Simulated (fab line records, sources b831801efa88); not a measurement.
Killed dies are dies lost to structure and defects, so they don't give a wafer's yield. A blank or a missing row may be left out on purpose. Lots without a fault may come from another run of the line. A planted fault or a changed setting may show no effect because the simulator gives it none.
A struck lot beside a sound one | flow sky130 | 28 steps out of a route of 708
Sound: wafers L406.1, L406.4, L406.6. Struck: wafers L391.2, L391.3. (L391.1 of the same lot was not struck and is left out.) The cause comes at the end.
At each step with rows: each side's tool, then ch and its chambers, then its first start. Under that, the readings that differ: sound wafers | struck wafers | difference of the means | sigmas: that difference in standard deviations of wafers without a fault.
alike: readings whose means differ by less than 2 such deviations, and words and numbers that are the same on both sides. not compared: withheld readings, readings that some wafer has no value for, bounds like >300 that may hide the same value, and numbers for which the record gives no deviation and whose values overlap.
The two part at a step that has a row with sigmas, a row that says differs or no value, or rows on one side only. Numbers that don't overlap but have no deviation are shown without sigmas and don't part them. A reading that every wafer of one side lacks parts them only if that side has two wafers or more.

first, 10 steps without rows for these wafers: SKY_CONTACT_ETCH_18 (etches Si3N4 in CHF3/O2, stops on TiN, time 39 s, target depth 75 nm); SKY_CONTACT_STRIP_19 (strips in O2/N2); SKY_CONTACT_STRIP_20 (strips in post etch residue remover, time 1200 s); SKY_CONTACT_CLEAN_21 (cleans in IPA, time 180 s); SKY_CONTACT_CLEAN_22 (cleans in O3/DIW); SKY_CONTACT_SPUTTER_23 (material TiN, target thk 20 nm, time 80 s); SKY_CONTACT_CVD_24 (deposits W, target thk 340 nm, time 102.12 s); SKY_CONTACT_CMP_27 (polishes, stops on SiO2, t overpolish 15 s, target thk 0 nm); SKY_METAL1_SPUTTER_00 (material Ti, target thk 15 nm, time 10 s); SKY_METAL1_SPUTTER_01 (material TiN, target thk 20 nm, time 16.7 s).
SKY_METAL1_SPUTTER_02: material AlCu, target thk 250 nm, time 13.3 s.
  sound on pvd_sputter-03, day 38 10:41; struck on pvd_sputter-03, day 33 17:01
  reading                                     | sound           | struck      | difference | sigmas
  model.AlCu_of_METAL1_SPUTTER_02.thk_nm (nm) | 250.2 250.6 250 | 327.8 327.8 | +77.5      |
  alike: cathode_dc_power_W, throttle_valve_pct
then, 2 steps without rows for these wafers: SKY_METAL1_SPUTTER_03 (material Ti, target thk 5 nm, time 3.3 s); SKY_METAL1_SPUTTER_04 (material TiN, target thk 70 nm, time 58.3 s).
SKY_METAL1_RS_MEAS_05: measures by four-point-probe.
  sound on film_metro-02, day 38 10:46; struck on film_metro-02, day 33 17:06
  reading                 | sound                | struck        | difference | sigmas
  METAL1_ALCU_RS (ohm/sq) | 0.1263 0.1261 0.1266 | 0.0959 0.0959 | -0.0304    | -23
SKY_METAL1_THK_MEAS_06: measures by xrf.
  sound on film_metro-02, day 38 10:53; struck on film_metro-02, day 33 17:13
  reading              | sound             | struck      | difference | sigmas
  METAL1_ALCU_THK (nm) | 252.3 253.7 251.9 | 331.6 332.6 | +79.5      | +29
then, 10 steps without rows for these wafers: SKY_METAL1_DEHYDRATE_07 (time 60 s); SKY_METAL1_HMDS_08 (prime time 60 s); SKY_METAL1_COAT_09 (resist thk 60 nm); SKY_METAL1_COAT_10 (resist thk 450 nm); SKY_METAL1_SOFTBAKE_11 (time 90 s); SKY_METAL1_EXPOSE_12 (exposes mask MM1, target cd 140 nm); SKY_METAL1_PEB_13; SKY_METAL1_DEVELOP_14 (develop time 60 s); SKY_METAL1_DESCUM_17 (chemistry O2, time 8 s); SKY_METAL1_ETCH_18 (etches BARC in N2/H2, stops on SiO2, time 45.9 s, target depth 60 nm).
SKY_METAL1_METAL_ETCH_19: etches the open film in Cl2/BCl3, stops on SiO2, target depth 360 nm, time 78 s.
  sound on rie_metal-04 ch 0,1, day 39 12:13; struck on rie_metal-02 ch 0, day 34 20:00
  reading               | sound             | struck      | difference | sigmas
  oes_product_au (a.u.) | 0.855 0.853 0.848 | 0.909 0.905 | +0.055     | +9
  alike: drypump_motor_current_A, he_backside_leak_sccm, throttle_valve_pct
  not compared: rf_hours_counter_h
then, 1 step without rows for these wafers: SKY_METAL1_STRIP_20 (strips in O2/N2).
-- the record jumps here: 13 days lie between the struck wafers' starts before and after (it left off in module METAL1 and takes up again in module PAD_OPEN, whose first step shown is number 708 of the route) --
SKY_PAD_OPEN_PROBE_99:
  sound on prober-01, day 50 15:14; struck on prober-02, day 47 09:23
  reading                      | sound                | struck          | difference | sigmas
  model.etest.met1.line_ohm_um | 0.8783 0.891 0.9025  | 0.677 0.6771    | -0.214     |
  model.etest.met1.rs_ohm_sq   | 0.1265 0.1274 0.1272 | 0.09684 0.09639 | -0.03042   |
  alike: defect_limited_yield, killed_at_M0_to_M3, killed_at_M4_up, killed_at_contacts, killed_at_front_end, killed_at_other, killed_dies, killed_open, killed_short, sort_bin_3_pad_short, sort_bin_5_function, sort_bin_6_memory, sort_n_pass, sort_yield_pct

WHERE THEY PART
First at SKY_METAL1_RS_MEAS_05; last, within this record, at SKY_METAL1_METAL_ETCH_19. Later steps at which nothing parts them and some readings are alike: SKY_PAD_OPEN_PROBE_99.

WHY: what the simulator had put in
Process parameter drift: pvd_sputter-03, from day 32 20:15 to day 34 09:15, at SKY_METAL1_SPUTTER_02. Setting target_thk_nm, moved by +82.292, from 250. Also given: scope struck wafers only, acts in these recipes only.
